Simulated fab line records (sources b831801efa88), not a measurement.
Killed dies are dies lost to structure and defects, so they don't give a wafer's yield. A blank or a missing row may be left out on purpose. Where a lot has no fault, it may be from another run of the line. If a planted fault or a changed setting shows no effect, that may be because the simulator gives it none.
A struck lot beside a sound one -- flow sfq line -- 13 out of 325 route steps
Sound: these wafers, L551.2, L551.3, L551.5. Struck: wafers L548.4, L548.6. (L548.5 of the same lot was not struck and is left out.) The cause comes at the end.
At each step with rows: each side's tool, then ch and its chambers, then its first start. Under that, the readings that differ: sound wafers -- struck wafers -- difference of the means -- sigmas: that difference in standard deviations of wafers without a fault.
alike: a reading whose means differ by less than 2 such deviations, as well as words and numbers matching on both sides. not compared: withheld readings; readings where some wafer has no value; bounds like >300 that might hide an equal value; numbers whose values overlap and for which the record gives no deviation.
The two part at a step that has a row with sigmas, a row that says differs or no value, or rows on one side only. When numbers do not overlap yet have no deviation, they are printed without sigmas and do not part them. A reading missing from all wafers of one side parts the sides only when that side holds two or more wafers.

first, 2 steps without rows for these wafers: SFQ_TRILAYER_I1_VIA_STRIP_SOLV_CLEAN_054 (cleans in NMP, time 600 s); SFQ_TRILAYER_M2_DEP_PRE_CLEAN_056 (time 22.5 s).
SFQ_TRILAYER_M2_DEP_SPUTTER_055: material Nb, target thk 200 nm, time 133.3 s.
  sound on pvd sputter-05, day 34 05:50; struck on pvd sputter-05, day 32 18:09
  alike: throttle valve pct
SFQ_M2_RS_MEAS_914: uses a four-point probe to measure.
  sound on film metro-03, day 34 05:56; struck on film metro-02, day 32 18:18
  alike: M2_NB_RS
then, 6 steps without rows for these wafers: SFQ_TRILAYER_M2_LITHO_COAT_062 (resist thk 62 nm); SFQ_TRILAYER_M2_LITHO_COAT_057 (resist thk 600 nm); SFQ_TRILAYER_M2_LITHO_SOFTBAKE_061; SFQ_TRILAYER_M2_LITHO_EXPOSE_058 (exposes mask M2, target cd 500 nm); SFQ_TRILAYER_M2_LITHO_PEB_060 (peb time 60 s); SFQ_TRILAYER_M2_LITHO_DEVELOP_059 (time 60 s).
SFQ_M2_OVL_MEAS_916:
  sound on overlay-01, day 35 07:51; struck on overlay-01, day 32 20:49
  alike: M2_OVL
SFQ_TRILAYER_M2_BARC_OPEN_METAL_ETCH_077: etches BARC in O2, target depth 125 nm, time 41.7 s.
  sound on rie metal-03 ch 0, day 35 07:53; struck on rie metal-02 ch 1, day 32 20:51
reading,sound,struck,difference,sigmas
drypump motor current A (A),6.6 6.7 6.6,5.2 5.2,-1.4,-3
oes product au (a.u.),0.687 0.680 0.691,0.668 0.665,-0.019,-5
run length s (s),69.8 70.1 70.0,72.3 72.0,+2.2,+5
  not compared: rf hours counter h
SFQ_TRILAYER_M2_ETCH_METAL_ETCH_060: etches Nb in Cl2/Ar, stops on SiO2, target depth 240 nm, time 120 s.
  sound on rie metal-03 ch 0, day 35 07:56; struck on rie metal-02 ch 1, day 32 20:56
reading,sound,struck,difference,sigmas
drypump motor current A (A),6.6 6.6 6.6,5.2 5.2,-1.4,-3
  alike: oes product au, run length s
  not compared: rf hours counter h

WHERE THEY PART
First at SFQ_TRILAYER_M2_BARC_OPEN_METAL_ETCH_077; last, within this record, at SFQ_TRILAYER_M2_ETCH_METAL_ETCH_060.

WHY: the cause the simulator had injected
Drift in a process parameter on rie metal-02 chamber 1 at SFQ_TRILAYER_M2_BARC_OPEN_METAL_ETCH_077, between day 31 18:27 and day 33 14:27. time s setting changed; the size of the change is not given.
